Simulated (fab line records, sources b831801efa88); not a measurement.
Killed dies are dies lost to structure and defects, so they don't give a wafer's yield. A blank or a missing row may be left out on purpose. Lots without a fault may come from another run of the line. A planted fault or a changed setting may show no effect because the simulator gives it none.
Split-lot experiment | flow gf180mcu | 5 lots, 23 wafers read, on a route of 602 steps

THE SPLIT
At GF_NWELL_IMPLANT_08, the setting energy_kev was moved away from the recipe's 450 on 5 of the 23 wafers read, by +5.0% to +8.8%. The other wafers ran this setting at the recipe's value.

The reading is taken at the split's own step.

THE READING
implant.drp_nm (the simulator's own value, which no gauge read), in nm, at GF_NWELL_IMPLANT_08. The file gives no usual value for it.

wafer  | tool, chamber at the split | energy_kev as run | against the recipe | implant.drp_nm, nm | against lot-mates on the recipe
L074.1 | implanter-03, 0            | 472.5             | +5.0%              | 126.8              | +2.9
L074.4 | implanter-03, 0            | 472.5             | +5.0%              | 126.8              | +2.9
L074.2 | implanter-03, 0            | 450               | recipe             | 123.9              | -
L074.3 | implanter-03, 0            | 450               | recipe             | 123.9              | -
L074.5 | implanter-03, 0            | 450               | recipe             | 123.9              | -
L081.1 | implanter-03, 0            | 450               | recipe             | 123.9              | -
L081.2 | implanter-03, 0            | 450               | recipe             | 123.9              | -
L081.3 | implanter-03, 0            | 450               | recipe             | 123.9              | -
L081.5 | implanter-03, 0            | 450               | recipe             | 123.9              | -
L081.6 | implanter-03, 0            | 450               | recipe             | 123.9              | -
L082.1 | implanter-02, 0            | 450               | recipe             | 123.9              | -
L082.2 | implanter-02, 0            | 450               | recipe             | 123.9              | -
L082.4 | implanter-02, 0            | 450               | recipe             | 123.9              | -
L082.5 | implanter-02, 0            | 450               | recipe             | 123.9              | -
L082.6 | implanter-02, 0            | 450               | recipe             | 123.9              | -
L084.2 | implanter-02, 0            | 450               | recipe             | 123.9              | -
L084.4 | implanter-02, 0            | 450               | recipe             | 123.9              | -
L084.6 | implanter-02, 0            | 450               | recipe             | 123.9              | -
L085.1 | implanter-03, 0            | 450               | recipe             | 123.9              | -
L085.6 | implanter-03, 0            | 450               | recipe             | 123.9              | -
L085.2 | implanter-03, 0            | 489.4             | +8.8%              | 128.9              | +5.0
L085.3 | implanter-03, 0            | 489.4             | +8.8%              | 128.9              | +5.0
L085.4 | implanter-03, 0            | 489.4             | +8.8%              | 128.9              | +5.0

THE FIT
A straight line over all 23 wafers: implant.drp_nm changes by +0.572 nm for each +1% of energy_kev; r = +1.00; the points scatter about the line by 0.012 nm.
The same after taking each lot's own level away (the mean of its wafers on the recipe; 23 wafers): +0.572 nm for each +1%; r = +1.00; scatter 0.012 nm.
On that fit, the largest move of energy_kev shifts the reading by 5 nm.
The lots' own levels span 123.90 to 123.90 nm.
So the lot-to-lot level changes the slope little: the two slopes agree.
Check: with one of the wafers moved furthest among these (+8.8%) left out of the fit, the line predicts +5.02 nm for it against its lot-mates. It came out at +5 nm against them.

OTHER SPLITS ON THESE WAFERS
These wafers also went through other splits before the reading. Each is held against what the fit with the lots' levels taken away leaves over:
other split on the same wafers | wafers away from the commonest value | r with implant.drp_nm (lot level and that fit taken away)
GF_STI_COAT_07 resist_thk_nm   | 11                                   | -0.02
GF_STI_SOFTBAKE_08 temp_c      | 7                                    | -0.02

THE WHOLE CHAIN: every reading that the file lists as answering this split, in the file's order
step                | what it does | reading                                                         | change (the file's fit)               | r (the file's)
GF_NWELL_IMPLANT_08 |              | implant.rp_nm (the simulator's own value, which no gauge read)  | +4.77 nm for each +1% of the setting  | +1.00
GF_NWELL_IMPLANT_08 |              | implant.drp_nm (the simulator's own value, which no gauge read) | +0.583 nm for each +1% of the setting | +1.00

THE FILE'S OWN FIT
implant.drp_nm changes by +0.583 nm for each +1% of energy_kev, r = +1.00.
